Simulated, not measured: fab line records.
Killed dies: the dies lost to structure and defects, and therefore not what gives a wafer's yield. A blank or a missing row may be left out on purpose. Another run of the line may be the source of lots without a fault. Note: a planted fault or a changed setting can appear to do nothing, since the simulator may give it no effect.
2 desks looking at one fault :: flow gf180mcu :: each desk has only its own numbers; what lay behind them comes last

== FROM THE METROLOGY DESK ==
Means of the sampled wafers that have a number, per lot and without regard to the tool the lot ran on: this is what the gauges read. If a lot's mean is further than 4 standard deviations from the usual mean, the lot is out of limits and carries the mark OUT (the distance appears in the brackets).
Columns: A = cd_nm at GF_V1_CD_MEAS_14, usual 260.3 nm; B = V1_OVL at GF_V1_OVL_MEAS_15, usual -1 nm; C = V1_W_RS at GF_V1_RS_MEAS_24, usual 0.332 ohm/sq; D = V1_W_THK at GF_V1_THK_MEAS_25, usual 350 nm
lot: L352
first seen here: day 19 15:46
A: 260.1
B: 4
C: 0.330
D: 351

lot: L355
first seen here: day 20 14:50
A: 260.2
B: -2
C: 0.333
D: 352

lot: L356
first seen here: day 21 04:31
A: 260.1
B: -2
C: 0.350 (+4.8) OUT
D: 331

lot: L369
first seen here: day 26 10:29
A: 258.7
B: 13
C: 0.336
D: 340

lot: L370
first seen here: day 26 12:23
A: 258.6
B: 6
C: 0.332
D: 345
This desk's result: L356 out of limits, first on L356 (V1_W_RS at GF_V1_RS_MEAS_24), day 21 05:35. Within limits: L352, L355, L369, L370.

== AT THE TOOL OWNER'S DESK: cvd_w-02 ==
The tool's own readings at GF_V1_CVD_23 (deposits W, target thk 350 nm, time 105.05 s): means of the sampled wafers that have a number, for each lot that ran on this tool. If a lot's mean is further than 4 standard deviations from the usual mean, the lot is out of limits and carries the mark OUT (the distance appears in the brackets).
Columns: A = chamber_pressure_Torr at GF_V1_CVD_23, usual 40.01 Torr; B = heater_power_w at GF_V1_CVD_23, usual 911 W
lot: L352
first seen here: day 19 16:41
A: 40.05
B: 978

lot: L356
first seen here: day 21 05:28
A: 40.02
B: 885

lot: L370
first seen here: day 26 13:19
A: 39.98
B: 996
This desk's finding: nothing out of limits on any of the 3 lots.

== BROUGHT TOGETHER ==
L356 would have let the metrology desk raise an alarm at day 21 05:35.
The tool owner's desk saw nothing out of limits.
Tool owner's desk: L356 on record, inside its limits.
The lots listed all ran GF_V1_CVD_23 on cvd_w-02.

== WHAT THE SIMULATOR HAD INSERTED ==
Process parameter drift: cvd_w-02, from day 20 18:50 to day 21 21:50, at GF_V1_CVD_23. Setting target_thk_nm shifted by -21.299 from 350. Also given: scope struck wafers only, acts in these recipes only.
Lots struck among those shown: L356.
Per desk, hours elapsed from the start of the fault to the first reading out of limits: for the metrology desk, 11.
